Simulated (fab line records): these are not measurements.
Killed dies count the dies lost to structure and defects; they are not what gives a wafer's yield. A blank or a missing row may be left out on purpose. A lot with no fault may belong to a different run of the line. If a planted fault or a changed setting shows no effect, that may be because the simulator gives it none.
A struck lot beside a sound one || flow sky130 || 43 out of 708 route steps
Sound: wafers L332.2, L332.4, L332.6. Struck: wafer L340.5. (L340.3, L340.6 of the same lot were not struck and are left out.) The cause comes at the end.
Order at every step that has rows: each side's tool, ch and its chambers, its first start. Under that, the readings that differ: sound wafers || struck wafers || difference of the means || sigmas: that difference in standard deviations of wafers without a fault.
alike: readings whose means differ by less than 2 such deviations, and words and numbers that are the same on both sides. not compared: withheld readings, readings that some wafer has no value for, bounds like >300 that may hide the same value, and numbers for which the record gives no deviation and whose values overlap.
A row with sigmas, a row that says differs or no value, or rows on one side alone: a step with any of these is where the two part. Numbers that don't overlap but have no deviation are shown without sigmas and don't part them. A reading missing from all wafers of one side parts the sides only when that side holds two or more wafers.

SKY_VIA1_BOW_MEAS_03:
  sound on film_metro-03, day 33 02:38; struck on film_metro-03, day 36 05:25
  alike: VIA1_BOW
then, 8 steps without rows for these wafers: SKY_VIA1_DEHYDRATE_04 (time 60 s); SKY_VIA1_HMDS_05 (prime time 60 s); SKY_VIA1_COAT_06 (resist thk 60 nm); SKY_VIA1_COAT_07 (resist thk 450 nm); SKY_VIA1_SOFTBAKE_08 (time 90 s); SKY_VIA1_EXPOSE_09 (exposes mask VIM, target cd 150 nm); SKY_VIA1_PEB_10; SKY_VIA1_DEVELOP_11 (develop time 60 s).
SKY_VIA1_CD_MEAS_12: the cd target is 150 nm.
  sound on cd_sem-01, day 34 05:26; struck on cd_sem-02, day 37 07:29
{"reading": "cd_nm (nm)", "sound": "153.9 154.4 153.3", "struck": 148.0, "difference": -5.9, "sigmas": -3}
SKY_VIA1_OVL_MEAS_13:
  sound on overlay-01, day 34 05:32; struck on overlay-02, day 37 07:35
{"reading": "VIA1_OVL (nm)", "sound": "-11 -16 -10", "struck": -1, "difference": "+11", "sigmas": "+2"}
SKY_VIA1_ETCH_14: etches BARC in N2/H2, stops on SiO2, time 45.9 s, target depth 60 nm.
  sound on rie_diel-02 ch 1,3, day 34 05:34; struck on rie_diel-01 ch 0, day 37 07:36
  alike: drypump_motor_current_A, oes_product_au, throttle_valve_pct
  not compared: rf_hours_counter_h
SKY_VIA1_ETCH_15: etches SiO2 in C4F8/O2/Ar, stops on TiN, target depth 351 nm, time 54 s.
  sound on rie_diel-02 ch 1,3, day 34 05:37; struck on rie_diel-01 ch 0, day 37 07:38
  alike: oes_product_au
  not compared: rf_hours_counter_h
SKY_VIA1_STRIP_16: strips in O2/N2.
  sound on plasma_asher-03 ch 0,1, day 34 05:40; struck on plasma_asher-01 ch 1, day 37 07:43
  alike: drypump_motor_current_A, oes_product_au, strip_time_to_endpoint_s
  not compared: rf_hours_counter_h
then, 5 steps without rows for these wafers: SKY_VIA1_STRIP_17 (strips in post etch residue remover, time 1200 s); SKY_VIA1_CLEAN_18 (cleans in IPA, time 180 s); SKY_VIA1_CLEAN_19 (cleans in O3/DIW); SKY_VIA1_SPUTTER_20 (material TiN, target thk 20 nm, time 80 s); SKY_VIA1_CVD_21 (deposits W, target thk 270 nm, time 80.902 s).
SKY_VIA1_RS_MEAS_22: a four-point-probe measurement.
  sound on film_metro-01, day 34 06:25; struck on film_metro-04, day 37 08:31
  alike: VIA1_W_RS
SKY_VIA1_THK_MEAS_23: measures by xrf.
  sound on film_metro-01, day 34 06:32; struck on film_metro-04, day 37 08:37
  alike: VIA1_W_THK
SKY_VIA1_CMP_24: polishes, stops on SiO2, t overpolish 15 s, target thk 0 nm.
  sound on cmp-01 ch 0,1,3, day 34 06:38; struck on cmp-02 ch 1, day 37 08:46
  alike: head_pressure_psi, motor_current_A, overpolish_run_s, time_to_endpoint_s
then, 5 steps without rows for these wafers: SKY_METAL2_SPUTTER_00 (material Ti, target thk 15 nm, time 10 s); SKY_METAL2_SPUTTER_01 (material TiN, target thk 20 nm, time 16.7 s); SKY_METAL2_SPUTTER_02 (material AlCu, target thk 250 nm, time 13.3 s); SKY_METAL2_SPUTTER_03 (material Ti, target thk 5 nm, time 3.3 s); SKY_METAL2_SPUTTER_04 (material TiN, target thk 70 nm, time 58.3 s).
SKY_METAL2_RS_MEAS_05: a four-point-probe measurement.
  sound on film_metro-02, day 34 07:02; struck on film_metro-02, day 37 09:08
  alike: METAL2_ALCU_RS
SKY_METAL2_THK_MEAS_06: measures by xrf.
  sound on film_metro-02, day 34 07:09; struck on film_metro-02, day 37 09:14
  alike: METAL2_ALCU_THK
then, 8 steps without rows for these wafers: SKY_METAL2_DEHYDRATE_07 (time 60 s); SKY_METAL2_HMDS_08 (prime time 60 s); SKY_METAL2_COAT_09 (resist thk 60 nm); SKY_METAL2_COAT_10 (resist thk 450 nm); SKY_METAL2_SOFTBAKE_11 (time 90 s); SKY_METAL2_EXPOSE_12 (exposes mask MM2, target cd 140 nm); SKY_METAL2_PEB_13; SKY_METAL2_DEVELOP_14 (develop time 60 s).
SKY_METAL2_CD_MEAS_15: the cd target is 140 nm.
  sound on cd_sem-01, day 35 09:46; struck on cd_sem-02, day 38 10:56
  alike: cd_nm
SKY_METAL2_OVL_MEAS_16:
  sound on overlay-01, day 35 09:52; struck on overlay-01, day 38 11:02
  alike: METAL2_OVL
SKY_METAL2_DESCUM_17: chemistry O2, time 8 s.
  sound on rie_metal-01 ch 0, day 35 09:54; struck on rie_metal-03 ch 1, day 38 11:04
  alike: drypump_motor_current_A, oes_product_au
  not compared: rf_hours_counter_h
SKY_METAL2_ETCH_18: etches BARC in N2/H2, stops on SiO2, time 45.9 s, target depth 60 nm.
  sound on rie_metal-01 ch 0, day 35 09:56; struck on rie_metal-03 ch 1, day 38 11:06
  alike: drypump_motor_current_A, oes_product_au, throttle_valve_pct
  not compared: rf_hours_counter_h
then, 1 step without rows for these wafers: SKY_METAL2_METAL_ETCH_19 (etches the open film in Cl2/BCl3, stops on SiO2, target depth 360 nm, time 78 s).
-- the record jumps here: 10 days lie between the struck wafers' starts before and after (it left off in module METAL2 and takes up again in module PAD_OPEN, whose first step shown is number 708 of the route) --
SKY_PAD_OPEN_PROBE_99:
  rows exist in the record for the struck wafers here (prober-02, day 48 12:16), but not for the sound ones

== WHERE THEY PART ==
At SKY_VIA1_CD_MEAS_12 first; at SKY_PAD_OPEN_PROBE_99 last (within this record only).

WHY: what the simulator had put in
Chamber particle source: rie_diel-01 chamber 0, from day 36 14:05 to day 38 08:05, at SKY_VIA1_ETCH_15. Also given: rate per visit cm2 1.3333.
